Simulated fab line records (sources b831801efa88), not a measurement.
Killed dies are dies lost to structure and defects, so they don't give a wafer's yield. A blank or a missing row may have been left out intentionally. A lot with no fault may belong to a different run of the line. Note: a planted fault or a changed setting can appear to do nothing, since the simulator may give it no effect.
Struck lot and sound lot, side by side || flow sky130 || 22 steps out of a route of 708
Sound: these wafers, L250.3, L250.4, L250.5. Struck: wafer L248.6. (L248.1 of the same lot was not struck and is left out.) The cause comes at the end.
Order at every step that has rows: each side's tool, ch and its chambers, its first start. Under that, the readings that differ: sound wafers || struck wafers || difference of the means || sigmas: that difference in standard deviations of wafers without a fault.
alike: readings with means less than 2 such deviations apart, plus words and numbers identical on both sides. not compared: withheld readings, readings lacking a value on some wafer, bounds such as >300 that could conceal the same value, and numbers that have no deviation in the record and whose values overlap.
Wherever a step has rows on one side only, a row that says differs or no value, or a row with sigmas, the two part there. When numbers do not overlap yet have no deviation, they are printed without sigmas and do not part them. A reading that every wafer of one side lacks parts them only if that side has two wafers or more.

first, 1 step without rows for these wafers: SKY_LOCAL_INTERCONNECT_CLEAN_18 (cleans in O3/DIW).
SKY_CONTACT_CVD_00: deposits Si3N4, target thk 75 nm.
  sound on pecvd-03 ch 1,2, day 38 03:21; struck on pecvd-03 ch 1, day 37 17:31
  alike: heaterPowerW, rfFwdPowerW
SKY_CONTACT_THK_MEAS_01:
  struck on filmMetro-01, day 37 17:32; sound on filmMetro-01, day 38 03:25
  alike: CONTACT_CVD_00_THK
then, 1 step without rows for these wafers: SKY_CONTACT_HDPCVD_02 (deposits SiO2, target thk 565 nm, time 94.2 s).
SKY_CONTACT_THK_MEAS_03:
  struck on filmMetro-04, day 37 17:40; sound on filmMetro-02, day 38 03:34
{"reading": "CONTACT_HDPCVD_THK (nm)", "sound": "557 561 557", "struck": 572, "difference": "+14", "sigmas": "+2"}
SKY_CONTACT_CMP_04: polishes SiO2.
  sound on cmp-02 ch 0,3, day 38 03:37; struck on cmp-01 ch 1, day 37 17:53
{"reading": "timeToEndpointS (s)", "sound": "78 74 79", "struck": 88, "difference": "+11", "sigmas": "+2"}
  alike: motorCurrentA
SKY_CONTACT_BOW_MEAS_05:
  struck on filmMetro-02, day 37 18:02; sound on filmMetro-04, day 38 03:57
  alike: CONTACT_BOW
then, 5 steps without rows for these wafers: SKY_CONTACT_DEHYDRATE_06 (time 60 s); SKY_CONTACT_HMDS_07 (prime time 60 s); SKY_CONTACT_COAT_08 (resist thk 60 nm); SKY_CONTACT_COAT_09 (resist thk 450 nm); SKY_CONTACT_SOFTBAKE_10 (time 90 s).
SKY_CONTACT_EXPOSE_11: exposes mask CTM1, target cd 170 nm.
  sound on krfScanner-02 ch 0, day 38 17:01; struck on krfScanner-01 ch 0, day 38 07:24
  alike: mask
then, 2 steps without rows for these wafers: SKY_CONTACT_PEB_12; SKY_CONTACT_DEVELOP_13 (develop time 60 s).
SKY_CONTACT_CD_MEAS_14: the cd target is 170 nm.
  struck on cdSem-01, day 38 19:57; sound on cdSem-01, day 39 05:49
{"reading": "cdNm (nm)", "sound": "166.9 167.0 167.8", "struck": 151.2, "difference": -16.0, "sigmas": -11}
SKY_CONTACT_OVL_MEAS_15:
  struck on overlay-01, day 38 20:04; sound on overlay-01, day 39 05:54
  alike: CONTACT_OVL
SKY_CONTACT_ETCH_16: etches BARC in N2/H2, stops on SiO2, time 45.9 s, target depth 60 nm.
  sound on rieDiel-04 ch 0,1,3, day 39 05:55; struck on rieDiel-01 ch 3, day 38 20:07
{"reading": "throttleValvePct (%)", "sound": "13.231 13.213 13.234", "struck": 13.202, "difference": -0.024, "sigmas": -3}
{"reading": "model.CONTACT.cdNm (nm)", "sound": "167 167.5 167.7", "struck": 151.8, "difference": -15.6, "sigmas": ""}
  alike: drypumpMotorCurrentA, oesProductAu, rfFwdPowerW
  not compared: rfHoursCounterH
SKY_CONTACT_ETCH_17: etches SiO2 in C4F8/O2/Ar, stops on Si3N4, target depth 340 nm.
  sound on rieDiel-04 ch 0,1,3, day 39 05:58; struck on rieDiel-01 ch 3, day 38 20:09
{"reading": "rfFwdPowerW (W)", "sound": "1484 1483 1489", "struck": 1498, "difference": "+13", "sigmas": "+2"}
  alike: oesProductAu
SKY_CONTACT_ETCH_18: etches Si3N4 in CHF3/O2, stops on TiN, time 39 s, target depth 75 nm.
  sound on rieDiel-04 ch 0,1,3; struck on rieDiel-01 ch 3
{"reading": "model.CONTACT.cdNm (nm)", "sound": "166.8 167.8 167.5", "struck": 152, "difference": -15, "sigmas": ""}
  alike: O2_flow_sccm, drypumpMotorCurrentA, oesProductAu, rfFwdPowerW, throttleValvePct
  not compared: rfHoursCounterH
SKY_CONTACT_STRIP_19: strips in O2/N2.
  sound on plasmaAsher-01 ch 0,1, day 39 06:05; struck on plasmaAsher-03 ch 0, day 38 20:14
  alike: drypumpMotorCurrentA, oesProductAu, stripTimeToEndpointS
  not compared: rfHoursCounterH
-- the record jumps here: 13 days lie between the struck wafers' starts before and after (it left off in module CONTACT and takes up again in module PAD_OPEN, whose first step shown is number 708 of the route) --
SKY_PAD_OPEN_PROBE_99:
  struck on prober-01, day 51 13:43; sound on prober-02, day 51 18:25
{"reading": "killed_at_M0_to_M3", "sound": "45 39 46", "struck": 25, "difference": -18, "sigmas": -3}
{"reading": "killedAtContacts", "sound": "23 23 19", "struck": 34, "difference": "+12", "sigmas": "+3"}
  alike: killed_at_M4_up, killedAtFrontEnd, killedAtOther, killedDies, killedOnRim, killedOpen, killedShort

== WHERE THEY PART ==
Last at SKY_PAD_OPEN_PROBE_99 as far as this record goes, first at SKY_CONTACT_THK_MEAS_03.

WHY: the cause the simulator had injected
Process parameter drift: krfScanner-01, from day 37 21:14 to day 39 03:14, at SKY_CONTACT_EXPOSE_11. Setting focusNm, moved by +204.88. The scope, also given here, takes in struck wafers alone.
